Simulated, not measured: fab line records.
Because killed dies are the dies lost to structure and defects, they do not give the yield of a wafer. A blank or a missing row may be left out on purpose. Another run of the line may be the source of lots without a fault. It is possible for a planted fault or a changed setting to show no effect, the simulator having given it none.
fab line records	flow gf180mcu
record: lots: 13	wafers: 39	last_day: 34
route steps=602 shown MVPSD@82 M2@367 V2@384
lots with no fault: from the same line, run without faults
start_h: hours from the record's opening day to when the first of the lot's shown wafers began	wait_h: hours from the lot's prior step to this one	" as in the row above	L1.1+2: a single row standing in for several wafers	- either no value or no given start	* or withheld: withheld	< > ~ a bound
route shown NAME@n: names a module that has steps shown in the file, with the first one's number in the route	usual: mean/standard deviation of fault-free wafers	same: alike in all rows	chamber/n: place in a boat	sites: the reading at each site	_std_site: the values' standard deviation	_edge_site: inner sites' mean taken away from outer sites' mean	radius_mm: for every site, how far away it sits from the centre of the wafer	mask NAME#n: copy n	behind: tool/chamber where the wafer was last shaped	hold: why the lot was held/for how many hours/how that ended	device: whichever transistor did not switch (one of n, p or np)	end of line: at the end of the route, the tests of the same wafers	step lacking rows: just its recipe	killed: at the first sort, the dies lost to defects and structure; wafer yield is something else	map: a wafer's dies, marking killed ones x, the rest . and places with no die _
set.NAME: the setting the step ran with; set.NAME@STEP: the setting that earlier step ran with	model.NAME: the simulator's own value behind a step, which no gauge read
a sample of lots followed through the steps of the route, with each step as a table and each wafer as a row
services: the hour from which a tool's chamber was out of use, counted from the record's first day as start_h (under 0 if before that day), plus the number of hours and why
== steps ==
step: GF_MVPSD_EXPOSE_04
recipe: mask_id: MVPSD	target_cd_nm: 1000	na: 0.6	source_shape: conventional	sigma_outer: 0.6	dose_mj: 260
same: sigma_outer: 0.6
lot.wafer	tool	chamber	start_h	wait_h	mask
L698.1+4+6	iline_stepper-01	0	94.49	-	MVPSD#0
L700.1+2+3	iline_stepper-01	0	105.32	-	MVPSD#0
L701.1+3+6	iline_stepper-01	0	114.83	-	MVPSD#0
L702.1+2+5	iline_stepper-01	0	117.94	-	MVPSD#0
L703.1+5+6	iline_stepper-02	0	124.10	-	MVPSD#0
L704.2+3+5	iline_stepper-01	0	135.82	-	MVPSD#0
L707.2+3+6	iline_stepper-01	0	152.52	-	MVPSD#0
L710.1+4+6	iline_stepper-01	0	165.85	-	MVPSD#0
L712.1+4+6	iline_stepper-02	0	177.24	-	MVPSD#0
L713.3+5+6	iline_stepper-02	0	185.37	-	MVPSD#0
L714.2+3+6	iline_stepper-02	0	190.76	-	MVPSD#0
L716.1+5+6	iline_stepper-02	0	202.72	-	MVPSD#0
L718.2+3+5	iline_stepper-02	0	215.13	-	MVPSD#0
step: GF_MVPSD_OVL_MEAS_07
usual: MVPSD_OVL: 0.6/1.4
lot.wafer	tool	chamber	start_h	wait_h	MVPSD_OVL[nm]
L698.1	overlay-01	-	101.55	-	0.8
L698.4	"	-	"	"	0.3
L698.6	"	-	"	"	1.8
L700.1	overlay-02	-	111.99	-	1.6
L700.2	"	-	"	"	2.0
L700.3	"	-	"	"	1.4
L701.1	overlay-01	-	121.99	-	0.7
L701.3	"	-	"	"	0.0
L701.6	"	-	"	"	0.6
L702.1	overlay-02	-	124.98	-	1.0
L702.2	"	-	"	"	-0.4
L702.5	"	-	"	"	-0.1
L703.1	overlay-01	-	131.25	-	0.7
L703.5	"	-	"	"	0.7
L703.6	"	-	"	"	-0.3
L704.2	overlay-01	-	143.45	-	2.0
L704.3	"	-	"	"	1.2
L704.5	"	-	"	"	1.9
L707.2	overlay-02	-	159.65	-	292.2
L707.3	"	-	"	"	290.1
L707.6	"	-	"	"	292.4
L710.1	overlay-01	-	173.54	-	294.7
L710.4	"	-	"	"	294.2
L710.6	"	-	"	"	295.4
L712.1	overlay-01	-	185.74	-	0.8
L712.4	"	-	"	"	1.4
L712.6	"	-	"	"	2.4
L713.3	overlay-01	-	193.00	-	2.1
L713.5	"	-	"	"	2.2
L713.6	"	-	"	"	3.9
L714.2	overlay-02	-	198.09	-	1.8
L714.3	"	-	"	"	-0.4
L714.6	"	-	"	"	0.4
L716.1	overlay-02	-	211.09	-	1.1
L716.5	"	-	"	"	1.0
L716.6	"	-	"	"	2.2
L718.2	overlay-01	-	223.05	-	1.5
L718.3	"	-	"	"	1.0
L718.5	"	-	"	"	2.1
step: GF_M2_RS_MEAS_05
recipe: thk_meas_gauge: four-point-probe	reads: TiN_of_M2_SPUTTER_04+Ti_of_M2_SPUTTER_03+AlCu_of_M2_SPUTTER_02+TiN_of_M2_SPUTTER_01+Ti_of_M2_SPUTTER_00
usual: M2_ALCU_RS: 0.0691/0.00078
lot.wafer	tool	chamber	start_h	wait_h	M2_ALCU_RS[ohm/sq]
L698.1	film_metro-02	-	420.12	0.0	0.0683
L698.4	"	-	"	"	0.0686
L698.6	"	-	"	"	0.0685
L700.1	film_metro-03	-	433.82	0.0	0.0694
L700.2	"	-	"	"	0.0692
L700.3	"	-	"	"	0.0689
L701.1	film_metro-03	-	451.11	0.0	0.0692
L701.3	"	-	"	"	0.0689
L701.6	"	-	"	"	0.0692
L702.1	film_metro-04	-	457.35	0.0	0.0688
L702.2	"	-	"	"	0.0692
L702.5	"	-	"	"	0.0692
L703.1	film_metro-03	-	469.54	0.0	0.0694
L703.5	"	-	"	"	0.0704
L703.6	"	-	"	"	0.0692
L704.2	film_metro-03	-	487.29	0.0	0.0704
L704.3	"	-	"	"	0.0695
L704.5	"	-	"	"	0.0699
L707.2	film_metro-04	-	509.88	0.0	0.0682
L707.3	"	-	"	"	0.0684
L707.6	"	-	"	"	0.0679
L710.1	film_metro-04	-	529.04	0.0	0.0695
L710.4	"	-	"	"	0.0696
L710.6	"	-	"	"	0.0694
L712.1	film_metro-02	-	545.26	0.0	0.0685
L712.4	"	-	"	"	0.0674
L712.6	"	-	"	"	0.0681
L713.3	film_metro-02	-	552.81	0.1	0.0686
L713.5	"	-	"	"	0.0687
L713.6	"	-	"	"	0.0699
L714.2	film_metro-03	-	559.08	0.0	0.0692
L714.3	"	-	"	"	0.0690
L714.6	"	-	"	"	0.0691
L716.1	film_metro-02	-	577.22	0.0	0.0679
L716.5	"	-	"	"	0.0689
L716.6	"	-	"	"	0.0702
L718.2	film_metro-04	-	591.75	0.0	0.0690
L718.3	"	-	"	"	0.0683
L718.5	"	-	"	"	0.0691
step: GF_M2_METAL_ETCH_16
recipe: chemistry: Cl2/BCl3	mask_material: KrF	target_depth_nm: 750.8	stop_on: SiO2	pressure_mtorr: 8	icp_w: 800	bias_w: 140	Cl2_flow_sccm: 80	bcl3_flow_sccm: 40	time_s: 125.1
usual: drypump_motor_current_A: 5.8/0.36	oes_product_au: 0.991/0.0062	throttle_valve_pct: 28.229/0.0087
same: time_s: 125.1
lot.wafer	tool	chamber	start_h	wait_h	drypump_motor_current_A	oes_product_au	rf_hours_counter_h	throttle_valve_pct
L698.1	rie_metal-04	0	444.43	0.0	5.9	0.985	7	28.219
L698.4	"	0	"	"	5.9	0.990	-	28.217
L698.6	"	1	"	"	5.3	0.999	-	28.234
L700.1	rie_metal-04	0	458.23	0.0	6.0	0.990	7	28.241
L700.2	"	1	"	"	5.4	0.986	8	28.228
L700.3	"	0	"	"	6.0	0.991	-	28.215
L701.1	rie_metal-01	1	475.68	0.0	5.6	0.993	11	28.228
L701.3	"	0	"	"	6.4	1.000	-	28.215
L701.6	"	0	"	"	6.3	0.989	-	28.227
L702.1	rie_metal-03	1	481.20	0.0	6.0	0.986	2	28.227
L702.2	"	0	"	"	5.5	0.996	3	28.224
L702.5	"	0	"	"	5.5	0.989	-	28.221
L703.1	rie_metal-01	0	493.28	0.0	6.3	1.000	7	28.232
L703.5	"	0	"	"	6.4	1.002	-	28.234
L703.6	"	1	"	"	5.6	0.988	-	28.235
L704.2	rie_metal-03	0	511.18	0.0	5.4	0.990	4	28.227
L704.3	"	1	"	"	6.0	0.974	-	28.232
L704.5	"	0	"	"	5.4	0.989	-	28.237
L707.2	rie_metal-03	1	533.15	0.0	6.0	0.979	4	28.238
L707.3	"	0	"	"	5.5	0.997	-	28.242
L707.6	"	1	"	"	6.0	0.993	-	28.230
L710.1	rie_metal-03	0	551.05	0.0	5.4	1.009	5	28.226
L710.4	"	1	"	"	6.0	0.986	-	28.222
L710.6	"	0	"	"	5.4	0.993	-	28.224
L712.1	rie_metal-03	0	566.83	0.0	5.5	0.989	6	28.227
L712.4	"	1	"	"	6.0	1.002	-	28.251
L712.6	"	1	"	"	6.0	0.978	-	28.224
L713.3	rie_metal-01	1	574.02	0.1	5.6	0.980	-	28.232
L713.5	"	0	"	"	6.3	0.990	-	28.241
L713.6	"	1	"	"	5.6	0.985	-	28.231
L714.2	rie_metal-01	1	580.99	0.0	5.6	0.983	1	28.248
L714.3	"	1	"	"	5.6	0.989	-	28.213
L714.6	"	0	"	"	6.3	0.995	-	28.205
L716.1	rie_metal-01	0	598.51	0.0	6.3	0.989	10	28.230
L716.5	"	0	"	"	6.3	0.994	-	28.226
L716.6	"	1	"	"	5.6	0.989	-	28.210
L718.2	rie_metal-04	0	613.19	0.0	6.0	0.982	12	28.226
L718.3	"	0	"	"	6.0	0.992	-	28.240
L718.5	"	0	"	"	6.0	0.989	-	28.223
step: GF_V2_CVD_02
recipe: material: SiO2	target_thk_nm: 850	precursor: TEOS	temp_c: 400	time_s: 94.851	rf_w: 600
usual: heater_power_outer_w: 369/54	heater_power_w: 657/78
same: time_s: 94.851
lot.wafer	tool	chamber	start_h	wait_h	heater_power_outer_w	heater_power_w
L698.1	pecvd-01	1	445.23	0.1	384	629
L698.4	"	2	"	"	496	826
L698.6	"	1	"	"	401	662
L700.1	pecvd-01	0	459.05	0.1	423	749
L700.2	"	2	"	"	511	859
L700.3	"	1	"	"	388	627
L701.1	pecvd-04	1	476.51	0.1	340	650
L701.3	"	0	"	"	327	597
L701.6	"	0	"	"	358	623
L702.1	pecvd-04	1	481.99	0.1	407	737
L702.2	"	2	"	"	369	649
L702.5	"	2	"	"	270	529
L703.1	pecvd-01	2	494.07	0.1	416	750
L703.5	"	0	"	"	355	664
L703.6	"	1	"	"	398	650
L704.2	pecvd-04	0	512.09	0.0	316	576
L704.3	"	1	"	"	449	742
L704.5	"	1	"	"	317	621
L707.2	pecvd-01	1	533.94	0.0	362	595
L707.3	"	1	"	"	377	647
L707.6	"	1	"	"	414	674
L710.1	pecvd-02	1	551.84	0.1	396	713
L710.4	"	1	"	"	430	766
L710.6	"	2	"	"	363	587
L712.1	pecvd-01	0	567.70	0.1	370	684
L712.4	"	0	"	"	401	713
L712.6	"	2	"	"	471	791
L713.3	pecvd-02	0	574.78	0.0	270	566
L713.5	"	2	"	"	294	496
L713.6	"	1	"	"	380	698
L714.2	pecvd-02	0	581.79	0.0	346	653
L714.3	"	1	"	"	407	724
L714.6	"	1	"	"	443	783
L716.1	pecvd-02	0	599.37	0.1	357	669
L716.5	"	1	"	"	378	699
L716.6	"	0	"	"	309	600
L718.2	pecvd-02	0	614.33	0.0	349	645
L718.3	"	1	"	"	409	728
L718.5	"	0	"	"	258	540
== services ==
tool	chamber	start_h	hours	kind
iline_stepper-01	-	99.07	2.8	repair
rie_metal-03	-	123.97	2.8	pm
rie_metal-01	0	134.96	21.0	repair
pecvd-02	0	137.40	9.4	repair
pecvd-02	-	138.95	6.0	pm
pecvd-02	-	153.14	2.8	pm
rie_metal-01	-	154.82	12.2	repair
pecvd-01	-	159.57	1.0	repair
rie_metal-01	-	167.03	2.8	pm
iline_stepper-01	-	208.35	1.7	pm
iline_stepper-01	-	238.26	9.4	repair
rie_metal-03	-	239.13	0.6	repair
rie_metal-03	-	244.18	1.0	repair
rie_metal-03	-	246.46	0.9	repair
pecvd-01	0	322.12	2.1	repair
pecvd-01	1	323.96	5.1	repair
iline_stepper-01	-	347.35	4.0	repair
rie_metal-01	-	363.12	0.8	repair
pecvd-01	2	367.92	15.5	repair
iline_stepper-02	-	395.64	4.4	pm
iline_stepper-02	-	412.61	2.1	pm
rie_metal-03	1	414.05	8.4	repair
iline_stepper-01	-	426.53	1.7	pm
iline_stepper-02	-	492.84	1.7	pm
== key ==
first_sign: step: GF_MVPSD_OVL_MEAS_07	reading: MVPSD_OVL	direction: up	sigmas: 99+	usual: 0.6	struck: 293.2
effect none on later readings
met_at GF_MVPSD_EXPOSE_04
struck_lots L707,L710
tester_left_out L707,L710
not_acting_at GF_M2_RS_MEAS_05,GF_M2_METAL_ETCH_16,GF_V2_CVD_02
onset_between 135.82 152.52
fault: kind: scanner_matching_overlay	tool: iline_stepper-01	chamber: -	onset_h: 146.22	steps: GF_MVPSD_EXPOSE_04	offset: 292.21
tester_left_out: of these lots the tester's yield and bins aren't shown, on N5 and GAA mostly nor the transistor test; their killed dies are dies lost to structure and defects alone, not to doping, threshold or leakage, so they don't give the yield
